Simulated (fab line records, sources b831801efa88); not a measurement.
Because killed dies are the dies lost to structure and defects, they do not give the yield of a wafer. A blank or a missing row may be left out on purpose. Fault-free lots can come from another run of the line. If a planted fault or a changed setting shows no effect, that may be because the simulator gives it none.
Which tool did it? | flow gf180mcu | Sampling: 11 lots, 33 wafers, 3 of 602 route steps

== WHAT THE GAUGES READ, wafer by wafer ==
GF_VT_IMPLANT_RS_MEAS_46: measures by four-point-probe. Usual: MVSD_RS 456.5 ohm/sq, standard deviation 1.2.
lot  | measured     | on           | MVSD_RS (ohm/sq)  | flag
L430 | day 7 12:38  | filmMetro-04 | 456.3 456.3 455.4 | 
L431 | day 7 19:47  | filmMetro-04 | 457.1 456.0 455.9 | 
L432 | day 8 01:13  | filmMetro-04 | 456.7 456.0 455.7 | 
L437 | day 9 18:54  | filmMetro-02 | 457.8 454.5 455.2 | 
L442 | day 10 23:05 | filmMetro-01 | 458.4 457.7 457.2 | 
L443 | day 11 03:35 | filmMetro-01 | 456.4 455.9 454.9 | 
L444 | day 11 11:06 | filmMetro-04 | 458.3 457.5 457.9 | 
L446 | day 12 01:37 | filmMetro-04 | 458.6 457.1 457.9 | 
L448 | day 12 11:52 | filmMetro-04 | 485.0 485.2 484.2 | OFF
L449 | day 12 22:35 | filmMetro-01 | 486.3 487.3 487.1 | OFF
L451 | day 13 12:34 | filmMetro-02 | 457.9 457.5 456.1 | 

== WHICH TOOL RAN EACH LOT (tool, then ch and the chambers of the sampled wafers, then the start) ==
lot  | GF_DNWELL_STRIP_08                 | GF_MVSD_IMPLANT_09
L430 | plasmaAsher-02 ch 0,1, day 2 19:59 | implanter-02 ch 0, day 4 10:28
L431 | plasmaAsher-04 ch 0,1, day 3 00:17 | implanter-02 ch 0, day 4 15:28
L432 | plasmaAsher-02 ch 0,1, day 3 05:05 | implanter-04 ch 0, day 4 20:07
L437 | plasmaAsher-02 ch 0, day 4 12:09   | implanter-03 ch 0, day 6 08:05
L442 | plasmaAsher-02 ch 0,1, day 5 11:05 | implanter-04 ch 0, day 7 09:49
L443 | plasmaAsher-02 ch 0,1, day 5 16:03 | implanter-03 ch 0, day 7 13:52
L444 | plasmaAsher-02 ch 0,1, day 5 19:57 | implanter-04 ch 0, day 7 18:53
L446 | plasmaAsher-03 ch 0,1, day 6 08:50 | implanter-02 ch 0, day 8 08:46
L448 | plasmaAsher-02 ch 0,1, day 6 17:26 | implanter-04 ch 0, day 8 17:46
L449 | plasmaAsher-02 ch 0,1, day 6 23:53 | implanter-04 ch 0, day 9 01:28
L451 | plasmaAsher-02 ch 0,1, day 7 11:08 | implanter-02 ch 0, day 9 14:20
- GF_DNWELL_STRIP_08: strips in O2/N2.
- GF_MVSD_IMPLANT_09

== WHAT THE TOOLS THEMSELVES READ (means of the sampled wafers that have a number; where no wafer has one, the mark that the record gives instead) ==
GF_DNWELL_STRIP_08. Usual: drypumpMotorCurrentA 5.87 A, standard deviation 0.29; heaterPowerW 354 W, standard deviation 34; o2FlowSccm 3000 sccm, standard deviation 9.8; oesProductAu 0.723 a.u., standard deviation 0.0047; stripTimeToEndpointS 36.99 s, standard deviation 0.11.
lot  | tool           | drypumpMotorCurrentA (A) | heaterPowerW (W) | o2FlowSccm (sccm) | oesProductAu (a.u.) | stripTimeToEndpointS (s) | flag
L430 | plasmaAsher-02 | 6.00                     | 356              | 2992              | 0.721               | 37.05                    | 
L431 | plasmaAsher-04 | 5.81                     | 378              | 2997              | 0.725               | 36.75                    | 
L432 | plasmaAsher-02 | 5.81                     | 367              | 2999              | 0.725               | 37.00                    | 
L437 | plasmaAsher-02 | 5.62                     | 379              | 2999              | 0.722               | 36.96                    | 
L442 | plasmaAsher-02 | 5.78                     | 372              | 2999              | 0.722               | 37.03                    | 
L443 | plasmaAsher-02 | 5.81                     | 368              | 2984              | 0.720               | 36.97                    | 
L444 | plasmaAsher-02 | 5.80                     | 369              | 3001              | 0.718               | 36.90                    | 
L446 | plasmaAsher-03 | 6.03                     | 277              | 3007              | 0.721               | 36.95                    | 
L448 | plasmaAsher-02 | 5.96                     | 352              | 2997              | 0.727               | 36.93                    | 
L449 | plasmaAsher-02 | 5.96                     | 353              | 2996              | 0.725               | 37.19                    | 
L451 | plasmaAsher-02 | 5.80                     | 364              | 2999              | 0.720               | 36.97                    | 

GF_MVSD_IMPLANT_09. Usual: doseIonsCm2 5e+12, standard deviation 5e+09; faradayCurrentUA 28.2, standard deviation 0.57; tiltDeg -0.002 degrees, standard deviation 0.021.
lot  | tool         | doseIonsCm2 | faradayCurrentUA | tiltDeg (degrees) | flag
L430 | implanter-02 | 5e+12       | 27.9             | 0.017             | 
L431 | implanter-02 | 5e+12       | 28.2             | 0.002             | 
L432 | implanter-04 | 5e+12       | 28.2             | -0.015            | 
L437 | implanter-03 | 5e+12       | 28.1             | -0.039            | 
L442 | implanter-04 | 5e+12       | 28.4             | 0.025             | 
L443 | implanter-03 | 5e+12       | 27.9             | 0.004             | 
L444 | implanter-04 | 5e+12       | 28.0             | -0.014            | 
L446 | implanter-02 | 5e+12       | 28.0             | 0.005             | 
L448 | implanter-04 | 3e+12       | 17.8             | -0.014            | OFF
L449 | implanter-04 | 3e+12       | 17.9             | 0.018             | OFF
L451 | implanter-02 | 5e+12       | 27.9             | -0.014            | 

== THE ANSWER, worked out from the rows above alone ==
Rule: lot off if the mean of its wafers having a number is beyond 3 standard deviations from the usual mean. A lot without any number at a reading at which 4 lots or more have one is off too. Any other lot the step has rows for is counted as sound. Order of review: gauges by route order, followed by the tools' own readings, for which a lot's mean as printed above is used. At the first step where some lot is off, the reading lying furthest off is the one used; lots without a number count as furthest.
Off: L448, L449, seen at GF_VT_IMPLANT_RS_MEAS_46 (MVSD_RS).
A tool fits if, at a process step before that reading, it ran every lot that is off, and no sound lot after the first of them. Not tried: the gauges at GF_VT_IMPLANT_RS_MEAS_46; whatever is off there is also off at GF_MVSD_IMPLANT_09, on other tools, and gauge error can't account for it. One fits: GF_MVSD_IMPLANT_09 on implanter-04. A fault onset in the window from L444 (day 7 18:53, its last sound lot) to L448 (day 8 17:46, its first lot off) fits.
The tool's own readings at GF_MVSD_IMPLANT_09 bear it out: on the lots that are off they differ by more than 5 times the standard deviation of the sound lots' means. doseIonsCm2 reads 3e+12 there against 5e+12 on the sound lots; faradayCurrentUA reads 17.9 there against 28.1 on the sound lots.

== WHAT THE SIMULATOR HAD INSERTED ==
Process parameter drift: implanter-04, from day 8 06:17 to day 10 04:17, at GF_MVSD_IMPLANT_09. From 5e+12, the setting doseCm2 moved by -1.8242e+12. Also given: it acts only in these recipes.
Lots struck among those shown: L448, L449. This agrees with what the rule above found.
